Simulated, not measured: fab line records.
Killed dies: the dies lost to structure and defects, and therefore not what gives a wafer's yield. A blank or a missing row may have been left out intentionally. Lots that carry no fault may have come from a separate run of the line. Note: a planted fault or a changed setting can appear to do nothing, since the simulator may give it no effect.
Which of the tools did it? ; flow gf180mcu ; 18 wafers sampled from 6 lots at 1 step of a route of 602

WHAT THE GAUGES READ, wafer by wafer
GF_MVPSD_OVL_MEAS_07.
lot;measured;on;MVPSD_OVL (nm)
L428;day 5 19:23;overlay-02;2.0 0.8 1.4
L434;day 7 06:41;overlay-02;-0.5 0.4 -0.5
L437;day 8 01:35;overlay-01;-0.9 -1.5 -3.2
L440;day 8 16:59;overlay-01;2.0 0.7 1.5
L442;day 9 03:58;overlay-02;1.0 2.3 -0.3
L447;day 10 19:59;overlay-02;0.2 -1.4 1.7

WHICH TOOL RAN EACH LOT (tool, then ch and the chambers of the sampled wafers, then the start)
The record holds no process step before these readings.

THE ANSWER, worked out from the rows above alone
Rule: the usual values come from the lots themselves. The widest of any qualifying gaps counts: lots, ordered by their means at a reading, are off when they make up no more than a third of the lots, leave a main group of 4 or more, and stand apart from it by 3 or more times the standard deviation of that group's means. The tables above print the reading to a certain number of digits; a main group whose means all agree to those digits is not used. A lot without any number at a reading at which 4 lots or more have one is off too. Where the step has rows for the other lots, those lots are counted as sound.
No lot is off at any reading shown: from this, nothing can be told.

WHAT THE SIMULATOR HAD PUT IN
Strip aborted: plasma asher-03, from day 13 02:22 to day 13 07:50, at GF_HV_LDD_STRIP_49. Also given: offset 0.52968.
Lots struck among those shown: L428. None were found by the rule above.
